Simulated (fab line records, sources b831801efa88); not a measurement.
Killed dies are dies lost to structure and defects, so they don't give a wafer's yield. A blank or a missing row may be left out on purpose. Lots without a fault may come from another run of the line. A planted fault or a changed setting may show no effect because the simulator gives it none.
Problem report in the 8D (eight disciplines) form, filled by code | flow sky130 | the parts of the form that need people (team, actions taken, sign-off) are left out

1. THE PROBLEM
bias_w at SKY_POLY_GATE_ETCH_15 reads a mean of 123.46 W on 2 wafers of 2 lots; wafers without a fault read 100.00 W with a standard deviation of 0.29. That is +81 standard deviations from the usual mean.
The step: etches BARC in N2/H2, stops on SiO2, time 118.5 s, target depth 110 nm.
First seen on wafer L910.2, day 23 08:20, on rie_diel-04. The record holds 18 wafers of 6 lots with a number at this step. Rule for "out", or "out of limits": more than 4 standard deviations from the usual mean. The other wafers with a number count as sound.

2. WHAT IT IS AND WHAT IT IS NOT
question                    | is                | is not
which readings at this step | bias_w            | drypump_motor_current_A, oes_product_au, throttle_valve_pct
which lots                  | L909, L910        | L897, L900, L912, L915
which wafers of those lots  | L909.4, L910.2    | L909.2, L909.6, L910.4, L910.6
read on which tools         | rie_diel-04       | rie_diel-02, rie_diel-03
when                        | from day 23 08:20 | up to then (8 sound wafers); but 8 sound wafers of L909, L912, L915 came after

3. SUSPECTS, AND WHAT RULES EACH OUT
Counting: a tool at a process step up to the reading stays a suspect if it ran every lot that is out. Sound lots after the first of them don't rule it out here, since some wafers of a struck lot are sound.
- rie_diel-04 at SKY_POLY_GATE_ETCH_15 (etches BARC in N2/H2, stops on SiO2, time 118.5 s, target depth 110 nm): kept. It ran every lot that is out, first L910 (day 23 08:20); its last sound lot up to then is L900 (day 19 05:38). Its own readings are out on those wafers: bias_w.
- Within rie_diel-04 at SKY_POLY_GATE_ETCH_15: the wafers that are out ran in chamber 2; their sound lot-mates ran in chambers 1, 3.
Left after counting: rie_diel-04 at SKY_POLY_GATE_ETCH_15.

4. THE CAUSE (what the simulator had put in)
Process parameter drift: rie_diel-04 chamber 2, from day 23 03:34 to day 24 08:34, at SKY_POLY_GATE_ETCH_15. Setting bias_w, moved by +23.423, from 100. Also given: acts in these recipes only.
Counting left only this tool.

5. THE CHAIN OF EFFECTS, in route order
Each row: a reading whose mean over the struck wafers that have a number lies more than 3 standard deviations from the usual. Only readings for which the record gives a usual standard deviation are gone through. hours: the time from each lot's start at the first step in this table that gives one to its start at this step, as a median over the lots. sigmas: the change in usual standard deviations.
hours | step                  | reading | usual    | on struck wafers | change | sigmas
0     | SKY_POLY_GATE_ETCH_15 | bias_w  | 100.00 W | 123.46           | +23.46 | +81
The process steps in it:
- SKY_POLY_GATE_ETCH_15: etches BARC in N2/H2, stops on SiO2, time 118.5 s, target depth 110 nm.

6. WHAT WOULD HAVE CAUGHT IT SOONER
In this record the first reading out of limits was taken at day 23 08:20, 5 hours after the fault began at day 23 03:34.
